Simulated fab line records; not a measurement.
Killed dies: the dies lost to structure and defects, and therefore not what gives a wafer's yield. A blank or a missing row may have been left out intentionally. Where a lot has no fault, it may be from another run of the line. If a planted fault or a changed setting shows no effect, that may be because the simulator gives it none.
Check of tool commonality | flow sky130 | 12 lots and 36 wafers in the sample

== REASON FOR OPENING ==
SKY_LDD_N_OVL_MEAS_07, reading LDD_N_OVL: flagged on 2 of 12 lots. Fault-free wafers read -1.3 nm, with a standard deviation of 1.2.
Rule: a lot gets a flag if all its wafers with a number sit over 4 standard deviations from that mean, or if no wafer of it has a number. All remaining lots are regarded as sound.

lot  | measured     | on         | LDD_N_OVL (nm), wafer by wafer | flag
L324 | day 18 07:33 | overlay-02 | -0.2 1.5 0.9                   |
L325 | day 18 07:40 | overlay-01 | -2.3 -1.7 -3.4                 |
L328 | day 18 22:25 | overlay-02 | -2.3 -2.3 -2.1                 |
L330 | day 20 10:28 | overlay-01 | -3.6 -1.6 -3.9                 |
L333 | day 21 15:02 | overlay-02 | -57.4 -57.9 -57.5              | FLAGGED
L335 | day 22 14:36 | overlay-02 | -59.2 -58.1 -59.1              | FLAGGED
L337 | day 23 00:34 | overlay-02 | -1.6 -1.7 -0.6                 |
L339 | day 23 21:51 | overlay-01 | -2.0 0.9 -0.5                  |
L341 | day 24 04:13 | overlay-02 | -0.9 -2.6 0.7                  |
L344 | day 25 12:37 | overlay-02 | 1.0 -0.1 0.0                   |
L345 | day 25 20:43 | overlay-01 | -1.5 -2.0 -0.4                 |
L346 | day 26 03:31 | overlay-02 | -0.2 -1.0 -2.2                 |
The mean of the flagged lots' numbers is -58.2 nm, -56.9 nm from the usual (-47 standard deviations).

== WHICH TOOL EACH LOT WENT THROUGH ==
The record holds 3 process steps before the reading, out of a route of 708 steps. Every cell lists first the tool, next ch and the chambers used by the sampled wafers, and last the start.
lot  | flag    | SKY_SONOS_ONO_STRIP_17               | SKY_GATE_OXIDE_STRIP_13              | SKY_LDD_N_EXPOSE_04
L324 |         | plasma asher-04 ch 0,1, day 12 21:43 | plasma asher-01 ch 0,1, day 14 02:17 | iline stepper-02 ch 0, day 17 16:31
L325 |         | plasma asher-02 ch 0,1, day 13 01:01 | plasma asher-01 ch 0,1, day 14 06:13 | iline stepper-02 ch 0, day 17 16:49
L328 |         | plasma asher-01 ch 0,1, day 13 20:01 | plasma asher-04 ch 0,1, day 15 00:52 | iline stepper-01 ch 0, day 18 07:21
L330 |         | plasma asher-04 ch 0,1, day 14 19:53 | plasma asher-04 ch 0,1, day 15 23:26 | iline stepper-01 ch 0, day 19 18:49
L333 | FLAGGED | plasma asher-02 ch 0,1, day 15 19:23 | plasma asher-04 ch 1, day 17 07:23   | iline stepper-01 ch 0, day 20 23:03
L335 | FLAGGED | plasma asher-02 ch 0,1, day 16 21:38 | plasma asher-03 ch 0,1, day 18 06:19 | iline stepper-01 ch 0, day 21 23:14
L337 |         | plasma asher-02 ch 0,1, day 17 09:32 | plasma asher-01 ch 0,1, day 18 18:01 | iline stepper-02 ch 0, day 22 08:33
L339 |         | plasma asher-04 ch 0,1, day 18 01:13 | plasma asher-03 ch 0,1, day 19 10:18 | iline stepper-02 ch 0, day 23 07:04
L341 |         | plasma asher-01 ch 0,1, day 18 14:55 | plasma asher-01 ch 0,1, day 20 01:44 | iline stepper-02 ch 0, day 23 13:39
L344 |         | plasma asher-04 ch 0,1, day 20 01:21 | plasma asher-01 ch 0,1, day 21 09:26 | iline stepper-02 ch 0, day 24 21:50
L345 |         | plasma asher-04 ch 0,1, day 20 08:15 | plasma asher-04 ch 0,1, day 21 18:04 | iline stepper-02 ch 0, day 25 06:05
L346 |         | plasma asher-04 ch 0, day 20 17:41   | plasma asher-01 ch 1, day 22 02:29   | iline stepper-02 ch 0, day 25 13:19
What is done by these steps:
- SKY_SONOS_ONO_STRIP_17: strips in O2/N2.
- SKY_GATE_OXIDE_STRIP_13: strips in O2/N2.
- SKY_LDD_N_EXPOSE_04: exposes mask NTM, target cd 840 nm.
- SKY_LDD_N_OVL_MEAS_07

== FLAGGED AGAINST TOTAL, ONE TOOL AT A TIME (gauges that did the reading follow at the end) ==
step                    | tool             | lots run | flagged | share of the flagged lots | sound lots run after its first flagged lot
SKY_SONOS_ONO_STRIP_17  | plasma asher-01  | 2        | 0       | none                      | -
SKY_SONOS_ONO_STRIP_17  | plasma asher-02  | 4        | 2       | all                       | 1 (L337)
SKY_SONOS_ONO_STRIP_17  | plasma asher-04  | 6        | 0       | none                      | -
SKY_GATE_OXIDE_STRIP_13 | plasma asher-01  | 6        | 0       | none                      | -
SKY_GATE_OXIDE_STRIP_13 | plasma asher-03  | 2        | 1       | some                      | 1 (L339)
SKY_GATE_OXIDE_STRIP_13 | plasma asher-04  | 4        | 1       | some                      | 1 (L345)
SKY_LDD_N_EXPOSE_04     | iline stepper-01 | 4        | 2       | all                       | 0
SKY_LDD_N_EXPOSE_04     | iline stepper-02 | 8        | 0       | none                      | -
SKY_LDD_N_OVL_MEAS_07   | overlay-01       | 4        | 0       | none                      | -
SKY_LDD_N_OVL_MEAS_07   | overlay-02       | 8        | 2       | all                       | 4 (L337,L341,L344,L346)

== WHAT THE TABLE ALLOWS ==
plasma asher-02 at SKY_SONOS_ONO_STRIP_17, iline stepper-01 at SKY_LDD_N_EXPOSE_04 and overlay-02 at SKY_LDD_N_OVL_MEAS_07: these 3 rows of the table ran every flagged lot.
- plasma asher-02 at SKY_SONOS_ONO_STRIP_17: 2 of its 4 lots flagged. Sound lots ran on it after the first flagged one (L337), which a lasting fault on the whole tool wouldn't allow.
- iline stepper-01 at SKY_LDD_N_EXPOSE_04: 2 of its 4 lots flagged. Its last sound lot is L330 (day 19 18:49), its first flagged lot L333 (day 20 23:03): a fault that began between those two fits.
- overlay-02 at SKY_LDD_N_OVL_MEAS_07: 2 of its 8 lots flagged. Sound lots ran on it after the first flagged one (L337, L341, L344, L346), which a lasting fault on the whole tool wouldn't allow.
iline stepper-01 at SKY_LDD_N_EXPOSE_04 is the single tool remaining.

== WHAT THE SIMULATOR HAD INSERTED ==
Scanner matching overlay: iline stepper-01, from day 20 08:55 on, at SKY_LDD_N_EXPOSE_04. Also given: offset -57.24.
Struck lots among those shown: L333, L335. The same result came from the rule above.
